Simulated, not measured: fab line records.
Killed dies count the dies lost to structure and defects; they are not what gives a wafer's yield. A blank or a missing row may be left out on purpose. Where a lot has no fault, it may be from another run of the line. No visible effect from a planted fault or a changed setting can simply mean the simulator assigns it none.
Comparing a struck lot with a sound one | flow sky130 | 15 steps out of a route of 708
Sound: these wafers, L515.2, L515.5, L515.6. Struck: wafers L524.1, L524.2, L524.5. The cause is named last.
Each step with rows lists, per side, the tool, then ch with its chambers, then its first start. Under that, the readings that differ: sound wafers | struck wafers | difference of the means | sigmas: that difference in standard deviations of wafers without a fault.
alike: readings with means less than 2 such deviations apart, plus words and numbers identical on both sides. not compared: withheld readings, readings lacking a value on some wafer, bounds such as >300 that could conceal the same value, and numbers that have no deviation in the record and whose values overlap.
The two part at a step that has a row with sigmas, a row that says differs or no value, or rows on one side only. Numbers that don't overlap but have no deviation are shown without sigmas and don't part them. Lack of a reading on every wafer of one side parts them only where that side has two or more wafers.

first, 8 steps without rows for these wafers: SKY_VIA3_DEHYDRATE_04 (time 60 s); SKY_VIA3_HMDS_05 (prime time 60 s); SKY_VIA3_COAT_06 (resist thk 60 nm); SKY_VIA3_COAT_07 (resist thk 450 nm); SKY_VIA3_SOFTBAKE_08 (time 90 s); SKY_VIA3_EXPOSE_09 (exposes mask VIM3, target cd 200 nm); SKY_VIA3_PEB_10; SKY_VIA3_DEVELOP_11 (develop time 60 s).
SKY_VIA3_CD_MEAS_12 targets a cd of 200 nm.
  sound: cd sem-02 at day 40 00:19; struck: cd sem-01 at day 43 01:15
  alike: cd nm
SKY_VIA3_OVL_MEAS_13:
  sound: overlay-02 at day 40 00:25; struck: overlay-02 at day 43 01:22
  alike: VIA3_OVL
SKY_VIA3_ETCH_14: etches BARC in N2/H2, stops on SiO2, time 45.9 s, target depth 60 nm.
  sound on rie diel-03 ch 1,2, day 40 00:27; struck on rie diel-03 ch 0,2,3, day 43 01:24
  alike: drypump motor current A, h2 flow sccm, n2 flow sccm, oes product au, rf fwd power W, throttle valve pct
  not compared: rf hours counter h
SKY_VIA3_ETCH_15: etches SiO2 in C4F8/O2/Ar, stops on TiN, target depth 507 nm, time 78 s.
  sound on rie diel-03 ch 1,2, day 40 00:29; struck on rie diel-03 ch 0,2,3, day 43 01:26
  alike: oes product au, rf fwd power W
  not compared: rf hours counter h
SKY_VIA3_STRIP_16: strips in O2/N2.
  sound on plasma asher-01 ch 0,1, day 40 00:33; struck on plasma asher-02 ch 0,1, day 43 01:30
  no value came back on the struck wafers for any of 6 readings (chamber pressure mTorr (mTorr), drypump motor current A (A) and others); on the sound wafers chamber pressure mTorr (mTorr) reads 1500.0 1501.2 1500.9
  reading                                     | sound | struck            | difference | sigmas
  model.KrF-thick_of_VIA3_COAT_07.thk nm (nm) | 0 0 0 | 287.9 290.6 285.6 | +288.0     |
  not compared: rf hours counter h
then, 1 step without rows for these wafers: SKY_VIA3_STRIP_17 (strips in post etch residue remover, time 1200 s).
-- the record jumps here: 6 days lie between the struck wafers' starts before and after (it left off in module VIA3 and takes up again in module PAD_OPEN, whose first step shown is number 708 of the route) --
SKY_PAD_OPEN_PROBE_99:
  sound: prober-01 at day 46 00:29; struck: prober-02 at day 48 13:35
  reading                  | sound          | struck                                                               | difference                   | sigmas
  hold                     | - - -          | await dispo/3.6h/scrap await dispo/3.6h/scrap await dispo/3.6h/scrap | no value on the sound wafers |
  defect limited yield (%) | 80.9 80.7 82.3 | 0 0 0                                                                | -81                          | -43
  killed_at_M0_to_M3       | 41 45 44       | 458 445 444                                                          | +406                         | +60
  killed dies              | 94 95 87       | 492 492 492                                                          | +400                         | +43
  killed on rim            | 12 27 14       | 96 96 96                                                             | +78                          | +20
  sort_bin_5_function (%)  | 12.4 12.0 8.5  | 93.7 91.3 93.9                                                       | +82.0                        | +55
  sort n pass              | 398 397 405    | 0 0 0                                                                | -400                         | -43
  sort yield pct (%)       | 80.9 80.7 82.3 | 0 0 0                                                                | -81                          | -43
  alike: killed_at_M4_up, killed at contacts, killed at front end, killed at other, killed open, killed short, sort_bin_3_pad_short, sort_bin_6_memory

WHERE THEY PART
Last at SKY_PAD_OPEN_PROBE_99 as far as this record goes, first at SKY_VIA3_STRIP_16.

WHY: what had been put in by the simulator
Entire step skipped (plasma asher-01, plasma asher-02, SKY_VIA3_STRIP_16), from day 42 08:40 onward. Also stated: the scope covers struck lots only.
